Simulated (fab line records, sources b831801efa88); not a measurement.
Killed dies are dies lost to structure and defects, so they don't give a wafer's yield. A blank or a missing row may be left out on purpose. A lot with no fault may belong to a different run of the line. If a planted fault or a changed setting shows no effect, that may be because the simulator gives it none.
fab line records	flow sky130
[record] lots = 24	wafers = 72	last-day = 50
route steps=708 shown FIELD_ISO@1 PWDE@84 VT_ADJUST_LVTN@106 METAL4@631
lots untouched by any fault: they come from a run of this same line in which no faults occurred
start-h: hours from the record's first day to the start of the lot's first wafer shown	wait-h: hours elapsed since this lot's preceding step	" repeats the value in the row above	L1.1+2: several wafers, shown together as one row	- no value, or no start was given	* or withheld: withheld	< > ~ a bound
route shown NAME@n: NAME is a module with steps in the file, n the number in the route of the first one	usual: mean/standard deviation taken from wafers without a fault	same: alike in all rows	chamber/n: place in a boat	sites: readings site by site	_std_site: standard deviation of those values	_edge_site: outer sites' mean less inner sites'	radius-mm: for every site, how far away it sits from the centre of the wafer	mask NAME#n: copy n	behind: the most recent tool/chamber to have shaped the wafer	hold: what put the lot on hold/how long, in hours/how the hold closed	device: transistor that didn't switch, given as n, p or np	end of line: the same wafers' tests at the end of the route	a step given without rows: its recipe and nothing more	killed: count of dies lost to structure and defects at first sort (not the wafer's yield)	map: dies across one wafer; x = killed, . = not, _ = none there
set.NAME: the setting as run; set.NAME@STEP: as run at that earlier step	model.NAME: the simulator's own value behind a step, which no gauge read
the route's steps for a sample of lots (tables are steps, rows are wafers)
services: when a tool's chamber went out of use (start-h, in hours from the record's first day, below 0 if earlier), for how many hours, and the reason
[[steps]]
[step SKY_FIELD_ISO_BOW_MEAS_00]
[recipe] mode = bow
[usual] INCOMING_BOW = 0/6.1
lot.wafer	tool	chamber	start-h	wait-h	INCOMING_BOW[um]
L074.2	film-metro-03	-	10.02	-	-2
L074.4	"	-	"	"	11
L074.6	"	-	"	"	4
L075.1	film-metro-02	-	15.00	-	-7
L075.3	"	-	"	"	9
L075.5	"	-	"	"	11
L076.1	film-metro-01	-	20.00	-	8
L076.5	"	-	"	"	-18
L076.6	"	-	"	"	-5
L077.1	film-metro-01	-	25.00	-	4
L077.2	"	-	"	"	-9
L077.6	"	-	"	"	3
L078.2	film-metro-02	-	30.02	-	-8
L078.3	"	-	"	"	2
L078.5	"	-	"	"	-15
L079.3	film-metro-01	-	35.04	-	1
L079.4	"	-	"	"	-4
L079.5	"	-	"	"	1
L080.1	film-metro-01	-	40.00	-	3
L080.4	"	-	"	"	2
L080.5	"	-	"	"	-4
L081.2	film-metro-02	-	45.02	-	-4
L081.3	"	-	"	"	1
L081.6	"	-	"	"	11
L082.3	film-metro-02	-	50.04	-	7
L082.5	"	-	"	"	-3
L082.6	"	-	"	"	-3
L083.1	film-metro-01	-	55.00	-	7
L083.5	"	-	"	"	0
L083.6	"	-	"	"	-6
L084.1	film-metro-01	-	60.00	-	-5
L084.3	"	-	"	"	1
L084.4	"	-	"	"	-8
L085.1	film-metro-02	-	65.00	-	0
L085.3	"	-	"	"	1
L085.5	"	-	"	"	1
L086.3	film-metro-03	-	70.04	-	7
L086.5	"	-	"	"	4
L086.6	"	-	"	"	-2
L087.3	film-metro-03	-	75.04	-	2
L087.4	"	-	"	"	-9
L087.6	"	-	"	"	2
L088.3	film-metro-03	-	80.04	-	4
L088.4	"	-	"	"	-9
L088.6	"	-	"	"	-9
L089.1	film-metro-02	-	85.00	-	-3
L089.3	"	-	"	"	2
L089.5	"	-	"	"	-1
L090.2	film-metro-03	-	90.03	-	-5
L090.3	"	-	"	"	8
L090.4	"	-	"	"	-15
L091.1	film-metro-01	-	95.00	-	7
L091.5	"	-	"	"	-14
L091.6	"	-	"	"	-1
L092.2	film-metro-03	-	100.02	-	-7
L092.3	"	-	"	"	-15
L092.5	"	-	"	"	7
L093.4	film-metro-03	-	105.06	-	0
L093.5	"	-	"	"	-5
L093.6	"	-	"	"	-2
L094.1	film-metro-01	-	110.00	-	1
L094.5	"	-	"	"	-7
L094.6	"	-	"	"	5
L095.2	film-metro-01	-	115.02	-	4
L095.4	"	-	"	"	-1
L095.5	"	-	"	"	-3
L096.1	film-metro-02	-	120.00	-	0
L096.2	"	-	"	"	-10
L096.3	"	-	"	"	4
L097.1	film-metro-03	-	125.00	-	-5
L097.4	"	-	"	"	-1
L097.6	"	-	"	"	-4
[step SKY_FIELD_ISO_THK_MEAS_02]
[recipe] reads = SiO2_of_FIELD_ISO_OXIDATION_01
[usual] FIELD_ISO_OXIDATION_00_THK = 12.06/0.25
lot.wafer	tool	chamber	start-h	wait-h	FIELD_ISO_OXIDATION_00_THK[nm]
L074.2	film-metro-02	-	12.68	0.0	11.93
L074.4	"	-	"	"	11.90
L074.6	"	-	"	"	11.86
L075.1	film-metro-03	-	21.33	0.0	11.59
L075.3	"	-	"	"	11.89
L075.5	"	-	"	"	11.85
L076.1	film-metro-02	-	25.15	0.0	11.87
L076.5	"	-	"	"	11.84
L076.6	"	-	"	"	11.68
L077.1	film-metro-02	-	28.45	0.0	11.78
L077.2	"	-	"	"	11.83
L077.6	"	-	"	"	11.71
L078.2	film-metro-03	-	33.65	0.0	12.28
L078.3	"	-	"	"	12.57
L078.5	"	-	"	"	12.36
L079.3	film-metro-03	-	38.07	0.0	12.64
L079.4	"	-	"	"	12.71
L079.5	"	-	"	"	12.42
L080.1	film-metro-01	-	41.63	0.0	11.80
L080.4	"	-	"	"	12.11
L080.5	"	-	"	"	12.02
L081.2	film-metro-02	-	47.25	0.0	12.08
L081.3	"	-	"	"	12.21
L081.6	"	-	"	"	11.92
L082.3	film-metro-01	-	54.10	0.0	12.23
L082.5	"	-	"	"	12.01
L082.6	"	-	"	"	12.02
L083.1	film-metro-01	-	58.16	0.0	11.74
L083.5	"	-	"	"	11.96
L083.6	"	-	"	"	12.03
L084.1	film-metro-02	-	63.65	0.0	12.14
L084.3	"	-	"	"	12.13
L084.4	"	-	"	"	12.14
L085.1	film-metro-02	-	68.22	0.0	12.23
L085.3	"	-	"	"	12.11
L085.5	"	-	"	"	12.22
L086.3	film-metro-02	-	72.29	0.0	12.10
L086.5	"	-	"	"	12.05
L086.6	"	-	"	"	12.01
L087.3	film-metro-02	-	76.87	0.0	11.82
L087.4	"	-	"	"	11.70
L087.6	"	-	"	"	11.80
L088.3	film-metro-02	-	81.65	0.0	12.40
L088.4	"	-	"	"	12.35
L088.6	"	-	"	"	12.19
L089.1	film-metro-03	-	87.47	0.0	12.23
L089.3	"	-	"	"	12.19
L089.5	"	-	"	"	12.45
L090.2	film-metro-02	-	92.45	0.0	11.91
L090.3	"	-	"	"	12.02
L090.4	"	-	"	"	12.02
L091.1	film-metro-02	-	97.46	0.0	12.11
L091.5	"	-	"	"	12.13
L091.6	"	-	"	"	12.13
L092.2	film-metro-01	-	101.64	0.0	11.62
L092.3	"	-	"	"	11.80
L092.5	"	-	"	"	11.58
L093.4	film-metro-03	-	107.15	0.0	12.26
L093.5	"	-	"	"	11.98
L093.6	"	-	"	"	12.25
L094.1	film-metro-03	-	112.55	0.0	12.16
L094.5	"	-	"	"	12.28
L094.6	"	-	"	"	12.38
L095.2	film-metro-02	-	116.64	0.0	12.18
L095.4	"	-	"	"	11.97
L095.5	"	-	"	"	12.15
L096.1	film-metro-01	-	122.41	0.0	12.26
L096.2	"	-	"	"	12.50
L096.3	"	-	"	"	12.33
L097.1	film-metro-03	-	128.38	0.0	11.85
L097.4	"	-	"	"	11.96
L097.6	"	-	"	"	12.02
[step SKY_FIELD_ISO_ETCH_14]
[recipe] chemistry = N2/H2	target = BARC	ion-energy-ev = 200	source-w = 500	bias-w = 100	pressure-mtorr = 30	n2-flow-sccm = 100	h2-flow-sccm = 200	stop-on = SiO2	time-s = 45.9	target-depth-a = 600
[usual] drypump-motor-current-A = 5.9/0.36	oes-product-au = 0.855/0.0049	throttle-valve-pct = 13.224/0.0087
lot.wafer	tool	chamber	start-h	wait-h	drypump-motor-current-A	oes-product-au	rf-hours-counter-h	throttle-valve-pct
L074.2	rie-diel-01	3	28.88	0.1	5.4	0.858	31	13.225
L074.4	"	0	"	"	5.5	0.864	90	13.230
L074.6	"	3	"	"	5.4	0.854	-	13.209
L075.1	rie-diel-03	3	37.98	0.1	6.5	0.856	14	13.225
L075.3	"	0	"	"	5.9	0.849	113	13.226
L075.5	"	2	"	"	5.6	0.852	-	13.218
L076.1	rie-diel-03	2	42.62	0.1	5.6	0.863	116	13.218
L076.5	"	2	"	"	5.6	0.862	-	13.216
L076.6	"	0	"	"	5.9	0.859	-	13.217
L077.1	rie-diel-04	3	45.56	0.1	5.8	0.854	25	13.218
L077.2	"	2	"	"	6.1	0.853	6	13.226
L077.6	"	2	"	"	6.1	0.851	-	13.218
L078.2	rie-diel-01	3	51.07	0.1	5.4	0.854	31	13.234
L078.3	"	0	"	"	5.5	0.840	91	13.215
L078.5	"	2	"	"	5.3	0.850	-	13.215
L079.3	rie-diel-03	0	56.26	0.1	5.9	0.856	114	13.231
L079.4	"	2	"	"	5.6	0.858	116	13.214
L079.5	"	1	"	"	6.1	0.852	-	13.224
L080.1	rie-diel-01	0	59.06	0.1	5.5	0.862	91	13.225
L080.4	"	2	"	"	5.4	0.856	4	13.219
L080.5	"	0	"	"	5.5	0.858	-	13.233
L081.2	rie-diel-01	3	64.98	0.1	5.4	0.856	31	13.217
L081.3	"	2	"	"	5.3	0.856	4	13.225
L081.6	"	3	"	"	5.4	0.853	-	13.231
L082.3	rie-diel-04	2	73.81	0.1	6.1	0.858	6	13.218
L082.5	"	1	"	"	6.4	0.861	-	13.229
L082.6	"	0	"	"	6.0	0.855	-	13.220
L083.1	rie-diel-03	1	76.77	0.1	6.1	0.865	0	13.220
L083.5	"	0	"	"	5.9	0.865	-	13.227
L083.6	"	3	"	"	6.5	0.864	-	13.232
L084.1	rie-diel-03	3	82.43	0.1	6.5	0.856	15	13.238
L084.3	"	2	"	"	5.6	0.855	117	13.226
L084.4	"	1	"	"	6.2	0.852	0	13.209
L085.1	rie-diel-04	1	90.58	0.1	6.4	0.851	11	13.218
L085.3	"	3	"	"	5.9	0.857	26	13.212
L085.5	"	2	"	"	6.1	0.848	-	13.211
L086.3	rie-diel-04	3	94.22	0.1	5.9	0.857	26	13.223
L086.5	"	3	"	"	5.9	0.860	-	13.234
L086.6	"	2	"	"	6.1	0.855	-	13.219
L087.3	rie-diel-01	3	96.62	0.1	5.3	0.849	32	13.219
L087.4	"	0	"	"	5.5	0.856	92	13.224
L087.6	"	2	"	"	5.3	0.857	-	13.220
L088.3	rie-diel-03	1	101.13	0.1	6.1	0.864	1	13.226
L088.4	"	2	"	"	5.6	0.851	-	13.227
L088.6	"	0	"	"	5.9	0.860	-	13.224
L089.1	rie-diel-03	0	106.53	0.1	5.9	0.854	115	13.221
L089.3	"	1	"	"	6.2	0.863	1	13.227
L089.5	"	0	"	"	5.9	0.856	-	13.228
L090.2	rie-diel-04	1	113.53	0.1	6.3	0.852	11	13.212
L090.3	"	2	"	"	6.1	0.855	7	13.220
L090.4	"	0	"	"	6.0	0.862	96	13.232
L091.1	rie-diel-04	1	120.28	0.1	6.4	0.850	11	13.225
L091.5	"	3	"	"	5.9	0.853	-	13.222
L091.6	"	0	"	"	6.0	0.853	-	13.236
L092.2	rie-diel-03	3	122.31	0.1	6.5	0.845	16	13.219
L092.3	"	2	"	"	5.6	0.855	118	13.212
L092.5	"	1	"	"	6.1	0.847	-	13.235
L093.4	rie-diel-04	0	129.06	0.0	6.0	0.857	96	13.234
L093.5	"	2	"	"	6.1	0.865	-	13.217
L093.6	"	1	"	"	6.3	0.857	-	13.232
L094.1	rie-diel-03	0	133.88	0.1	5.9	0.853	115	13.210
L094.5	"	3	"	"	6.5	0.856	-	13.231
L094.6	"	0	"	"	5.9	0.857	-	13.225
L095.2	rie-diel-03	3	138.16	0.1	6.5	0.849	16	13.203
L095.4	"	0	"	"	5.9	0.849	115	13.217
L095.5	"	1	"	"	6.1	0.860	-	13.202
L096.1	rie-diel-01	2	144.67	0.1	5.3	0.853	6	13.201
L096.2	"	3	"	"	5.4	0.847	33	13.235
L096.3	"	1	"	"	6.2	0.856	64	13.241
L097.1	rie-diel-01	1	150.02	0.1	6.1	0.848	65	13.233
L097.4	"	3	"	"	5.4	0.852	33	13.237
L097.6	"	3	"	"	5.4	0.856	-	13.234
[step SKY_NWELL_RS_MEAS_31]
[recipe] thk-meas-gauge = four-point-probe
[usual] PWDE_RS = 5277/16
lot.wafer	tool	chamber	start-h	wait-h	PWDE_RS[ohm/sq]
L074.2	film-metro-04	-	105.00	0.1	5280
L074.4	"	-	"	"	5272
L074.6	"	-	"	"	5273
L075.1	film-metro-03	-	114.13	0.1	5244
L075.3	"	-	"	"	5235
L075.5	"	-	"	"	5255
L076.1	film-metro-04	-	122.79	0.1	5286
L076.5	"	-	"	"	5304
L076.6	"	-	"	"	5287
L077.1	film-metro-01	-	128.68	0.1	5303
L077.2	"	-	"	"	5298
L077.6	"	-	"	"	5325
L078.2	film-metro-04	-	132.30	0.1	5285
L078.3	"	-	"	"	5307
L078.5	"	-	"	"	5289
L079.3	film-metro-04	-	140.03	0.1	5296
L079.4	"	-	"	"	5272
L079.5	"	-	"	"	5289
L080.1	film-metro-01	-	142.78	0.1	5276
L080.4	"	-	"	"	5298
L080.5	"	-	"	"	5283
L081.2	film-metro-03	-	149.50	0.1	5263
L081.3	"	-	"	"	5278
L081.6	"	-	"	"	5273
L082.3	film-metro-03	-	155.67	0.1	5277
L082.5	"	-	"	"	5301
L082.6	"	-	"	"	5298
L083.1	film-metro-01	-	162.04	0.1	5244
L083.5	"	-	"	"	5247
L083.6	"	-	"	"	5259
L084.1	film-metro-04	-	168.84	0.1	5279
L084.3	"	-	"	"	5274
L084.4	"	-	"	"	5273
L085.1	film-metro-01	-	176.83	0.1	5284
L085.3	"	-	"	"	5274
L085.5	"	-	"	"	5313
L086.3	film-metro-01	-	181.88	0.1	5268
L086.5	"	-	"	"	5277
L086.6	"	-	"	"	5293
L087.3	film-metro-01	-	187.17	0.1	5269
L087.4	"	-	"	"	5260
L087.6	"	-	"	"	5278
L088.3	film-metro-04	-	189.72	0.1	5268
L088.4	"	-	"	"	5276
L088.6	"	-	"	"	5286
L089.1	film-metro-04	-	196.43	0.1	5299
L089.3	"	-	"	"	5280
L089.5	"	-	"	"	5276
L090.2	film-metro-04	-	202.20	0.1	5277
L090.3	"	-	"	"	5267
L090.4	"	-	"	"	5258
L091.1	film-metro-04	-	211.63	0.1	5278
L091.5	"	-	"	"	5283
L091.6	"	-	"	"	5289
L092.2	film-metro-03	-	211.95	0.1	5275
L092.3	"	-	"	"	5272
L092.5	"	-	"	"	5275
L093.4	film-metro-03	-	220.74	0.1	5258
L093.5	"	-	"	"	5260
L093.6	"	-	"	"	5267
L094.1	film-metro-01	-	228.88	0.1	5268
L094.5	"	-	"	"	5272
L094.6	"	-	"	"	5288
L095.2	film-metro-04	-	234.35	0.1	5251
L095.4	"	-	"	"	5274
L095.5	"	-	"	"	5276
L096.1	film-metro-03	-	238.63	0.1	5270
L096.2	"	-	"	"	5262
L096.3	"	-	"	"	5288
L097.1	film-metro-01	-	244.73	0.1	5244
L097.4	"	-	"	"	5260
L097.6	"	-	"	"	5256
[step SKY_VT_ADJUST_LVTN_STRIP_09]
[recipe] chemistry = O2/N2	power-w = 1400	pressure-mtorr = 1500	platen-temp-c = withheld	o2-flow-sccm = 3000	n2-flow-sccm = 300	overash-fraction = 0.5
[usual] drypump-motor-current-A = 5.8/0.47	oes-product-au = 0.722/0.0039	strip-time-to-endpoint-s = 36.92/0.09
lot.wafer	tool	chamber	start-h	wait-h	drypump-motor-current-A	oes-product-au	rf-hours-counter-h	strip-time-to-endpoint-s
L074.2	plasma-asher-01	1	143.74	0.1	5.4	0.718	2	37.02
L074.4	"	1	"	"	5.5	0.724	-	36.99
L074.6	"	0	"	"	5.5	0.724	-	36.91
L075.1	plasma-asher-04	1	154.34	0.1	5.7	0.721	35	36.93
L075.3	"	1	"	"	5.7	0.726	-	36.97
L075.5	"	0	"	"	5.1	0.719	-	36.92
L076.1	plasma-asher-01	1	162.83	0.1	5.4	0.719	4	36.83
L076.5	"	0	"	"	5.5	0.717	-	36.95
L076.6	"	1	"	"	5.4	0.725	-	36.91
L077.1	plasma-asher-02	1	168.38	0.1	6.4	0.727	49	36.94
L077.2	"	0	"	"	6.2	0.724	49	36.99
L077.6	"	1	"	"	6.4	0.721	-	37.04
L078.2	plasma-asher-02	1	172.48	0.1	6.5	0.720	49	36.92
L078.3	"	1	"	"	6.4	0.719	-	36.98
L078.5	"	1	"	"	6.4	0.719	-	36.96
L079.3	plasma-asher-04	0	181.41	0.1	5.1	0.725	-	36.90
L079.4	"	1	"	"	5.7	0.724	-	37.05
L079.5	"	0	"	"	5.1	0.716	-	36.87
L080.1	plasma-asher-02	0	185.03	0.1	6.2	0.723	50	37.05
L080.4	"	0	"	"	6.3	0.726	-	37.05
L080.5	"	0	"	"	6.2	0.722	-	36.92
L081.2	plasma-asher-02	1	190.63	0.1	6.4	0.722	51	36.97
L081.3	"	0	"	"	6.3	0.717	-	36.99
L081.6	"	1	"	"	6.5	0.719	-	36.94
L082.3	plasma-asher-02	1	198.82	0.1	6.4	0.723	-	36.86
L082.5	"	1	"	"	6.4	0.724	-	36.85
L082.6	"	0	"	"	6.3	0.722	-	36.90
L083.1	plasma-asher-02	0	205.53	0.1	6.3	0.727	52	36.97
L083.5	"	0	"	"	6.3	0.730	-	36.77
L083.6	"	1	"	"	6.5	0.722	-	36.92
L084.1	plasma-asher-01	0	211.83	0.1	5.5	0.723	9	36.92
L084.3	"	1	"	"	5.5	0.718	-	36.95
L084.4	"	0	"	"	5.5	0.724	-	36.96
L085.1	plasma-asher-02	1	221.08	0.1	6.5	0.722	53	36.92
L085.3	"	1	"	"	6.5	0.717	-	36.97
L085.5	"	1	"	"	6.4	0.721	-	36.90
L086.3	plasma-asher-04	1	226.11	0.1	5.7	0.727	-	36.88
L086.5	"	0	"	"	5.1	0.724	-	36.90
L086.6	"	1	"	"	5.7	0.721	-	36.93
L087.3	plasma-asher-01	1	231.71	0.1	5.4	0.720	-	37.05
L087.4	"	0	"	"	5.5	0.729	-	36.98
L087.6	"	0	"	"	5.5	0.723	-	36.98
L088.3	plasma-asher-02	1	234.16	0.1	6.4	0.726	-	36.64
L088.4	"	0	"	"	6.3	0.724	-	36.81
L088.6	"	1	"	"	6.5	0.719	-	36.87
L089.1	plasma-asher-02	1	241.58	0.1	6.5	0.720	55	36.87
L089.3	"	1	"	"	6.4	0.718	-	36.82
L089.5	"	1	"	"	6.5	0.723	-	36.87
L090.2	plasma-asher-04	0	249.18	0.1	5.2	0.721	44	37.11
L090.3	"	0	"	"	5.1	0.722	-	37.02
L090.4	"	1	"	"	5.7	0.725	-	37.09
L091.1	plasma-asher-04	1	258.14	0.1	5.7	0.719	44	36.98
L091.5	"	1	"	"	5.7	0.727	-	37.05
L091.6	"	0	"	"	5.1	0.726	-	36.95
L092.2	plasma-asher-04	1	258.83	0.1	5.7	0.720	45	36.90
L092.3	"	0	"	"	5.1	0.718	-	36.89
L092.5	"	1	"	"	5.7	0.720	-	36.74
L093.4	plasma-asher-01	1	266.96	0.1	5.4	0.725	-	36.71
L093.5	"	1	"	"	5.4	0.722	-	36.84
L093.6	"	0	"	"	5.5	0.723	-	36.81
L094.1	plasma-asher-01	0	275.79	0.1	5.5	0.729	16	36.88
L094.5	"	1	"	"	5.5	0.718	-	37.02
L094.6	"	0	"	"	5.5	0.719	-	36.87
L095.2	plasma-asher-02	0	281.34	0.1	6.3	0.728	59	36.97
L095.4	"	1	"	"	6.5	0.725	-	36.93
L095.5	"	0	"	"	6.3	0.728	-	37.07
L096.1	plasma-asher-01	0	286.99	0.1	5.5	0.724	17	36.77
L096.2	"	1	"	"	5.4	0.725	17	36.91
L096.3	"	0	"	"	5.5	0.726	-	36.88
L097.1	plasma-asher-01	0	292.98	0.1	5.5	0.722	18	36.93
L097.4	"	0	"	"	5.5	0.719	-	36.87
L097.6	"	0	"	"	5.5	0.720	-	36.89
[step SKY_METAL4_DESCUM_15]
[recipe] chemistry = O2	source-power-w = 150	bias-power-w = 0	pressure-mtorr = 10	temp-c = 40	time-s = 8
[usual] drypump-motor-current-A = 5.7/0.49	oes-product-au = 1.009/0.014
lot.wafer	tool	chamber	start-h	wait-h	drypump-motor-current-A	oes-product-au	rf-hours-counter-h
L074.2	rie-metal-01	0	987.75	0.0	5.6	0.994	9
L074.4	"	0	"	"	5.6	0.992	-
L074.6	"	0	"	"	5.6	0.997	-
L075.1	rie-metal-04	1	993.40	0.0	5.8	1.020	16
L075.3	"	1	"	"	5.8	1.024	-
L075.5	"	0	"	"	5.1	1.018	-
L076.1	rie-metal-01	0	1007.10	0.0	5.6	0.993	10
L076.5	"	1	"	"	6.7	0.979	-
L076.6	"	0	"	"	5.6	0.989	-
L077.1	rie-metal-04	1	1011.35	0.0	5.8	1.023	16
L077.2	"	0	"	"	5.1	1.020	11
L077.6	"	1	"	"	5.8	1.027	-
L078.2	rie-metal-04	1	1013.35	0.0	5.8	1.029	16
L078.3	"	0	"	"	5.1	1.024	-
L078.5	"	0	"	"	5.1	1.021	-
L079.3	rie-metal-04	1	1022.81	0.0	5.8	1.026	-
L079.4	"	0	"	"	5.1	1.014	-
L079.5	"	1	"	"	5.8	1.031	-
L080.1	rie-metal-04	0	1027.30	0.0	5.1	1.024	12
L080.4	"	1	"	"	5.8	1.026	-
L080.5	"	0	"	"	5.1	1.032	-
L081.2	rie-metal-02	0	1030.51	0.0	5.3	1.013	-
L081.3	"	0	"	"	5.3	1.018	-
L081.6	"	0	"	"	5.3	1.023	-
L082.3	rie-metal-02	0	1043.33	0.0	5.3	1.021	-
L082.5	"	0	"	"	5.3	1.017	-
L082.6	"	0	"	"	5.3	1.021	-
L083.1	rie-metal-04	0	1052.50	0.0	5.1	1.037	13
L083.5	"	1	"	"	5.8	1.031	-
L083.6	"	0	"	"	5.1	1.024	-
L084.1	rie-metal-04	1	1056.55	0.0	5.7	1.013	19
L084.3	"	1	"	"	5.8	1.008	-
L084.4	"	0	"	"	5.1	1.020	-
L085.1	rie-metal-04	1	1066.05	0.0	5.8	1.011	19
L085.3	"	1	"	"	5.8	1.010	-
L085.5	"	1	"	"	5.8	1.012	-
L086.3	rie-metal-02	0	1068.96	0.0	5.3	1.020	-
L086.5	"	0	"	"	5.3	1.024	-
L086.6	"	1	"	"	5.8	0.994	-
L087.3	rie-metal-02	0	1069.61	0.0	5.3	1.009	-
L087.4	"	1	"	"	5.8	0.989	-
L087.6	"	0	"	"	5.3	1.008	-
L088.3	rie-metal-01	0	1072.56	0.0	5.6	0.998	-
L088.4	"	1	"	"	6.6	1.019	-
L088.6	"	1	"	"	6.6	1.018	-
L089.1	rie-metal-01	1	1079.50	0.0	6.7	1.000	19
L089.3	"	0	"	"	5.6	1.012	-
L089.5	"	1	"	"	6.6	1.010	-
L090.2	rie-metal-02	1	1085.70	0.0	5.8	0.983	2
L090.3	"	1	"	"	5.8	0.988	-
L090.4	"	0	"	"	5.3	1.011	-
L091.1	rie-metal-01	0	1094.45	0.0	5.6	1.002	16
L091.5	"	1	"	"	6.6	1.007	-
L091.6	"	0	"	"	5.6	0.994	-
L092.2	rie-metal-01	1	1099.25	0.0	6.7	1.010	20
L092.3	"	1	"	"	6.6	1.017	-
L092.5	"	0	"	"	5.6	1.002	-
L093.4	rie-metal-02	1	1107.06	0.0	5.8	0.988	-
L093.5	"	0	"	"	5.3	1.007	-
L093.6	"	1	"	"	5.8	0.990	-
L094.1	rie-metal-02	1	1112.55	0.0	5.8	0.997	4
L094.5	"	0	"	"	5.3	1.005	-
L094.6	"	1	"	"	5.8	0.990	-
L095.2	rie-metal-01	1	1120.27	0.0	6.6	1.012	22
L095.4	"	1	"	"	6.7	1.015	-
L095.5	"	0	"	"	5.6	0.995	-
L096.1	rie-metal-02	0	1120.90	0.0	5.3	1.012	14
L096.2	"	1	"	"	5.8	0.991	5
L096.3	"	0	"	"	5.3	1.018	-
L097.1	rie-metal-01	1	1127.00	0.0	6.6	1.014	23
L097.4	"	0	"	"	5.6	0.991	-
L097.6	"	0	"	"	5.6	1.003	-
[[services]]
tool	chamber	start-h	hours	kind
rie-diel-03	0	64.91	3.8	repair
rie-diel-03	1	69.27	6.7	repair
plasma-asher-02	-	81.40	15.6	pm
rie-diel-03	3	86.14	26.7	repair
rie-diel-03	0	117.10	14.1	repair
rie-diel-03	-	117.92	0.2	repair
plasma-asher-02	-	176.10	2.6	repair
plasma-asher-02	-	234.23	2.8	pm
rie-diel-03	0	245.26	5.7	repair
plasma-asher-02	-	277.22	1.8	repair
rie-diel-03	3	309.83	9.3	repair
rie-diel-03	1	389.17	2.1	repair
plasma-asher-02	-	531.71	1.1	repair
rie-diel-03	2	583.03	1.4	repair
rie-diel-03	-	674.30	2.8	pm
plasma-asher-02	-	733.77	9.0	pm
rie-diel-03	-	733.81	1.4	repair
rie-diel-03	3	754.68	15.1	repair
rie-diel-03	2	809.57	9.7	repair
rie-diel-03	1	812.28	15.3	repair
rie-diel-03	-	834.61	1.2	repair
plasma-asher-02	-	851.93	4.4	repair
rie-diel-03	0	866.18	6.6	repair
plasma-asher-02	-	878.65	6.3	repair
[[key]]
fault none
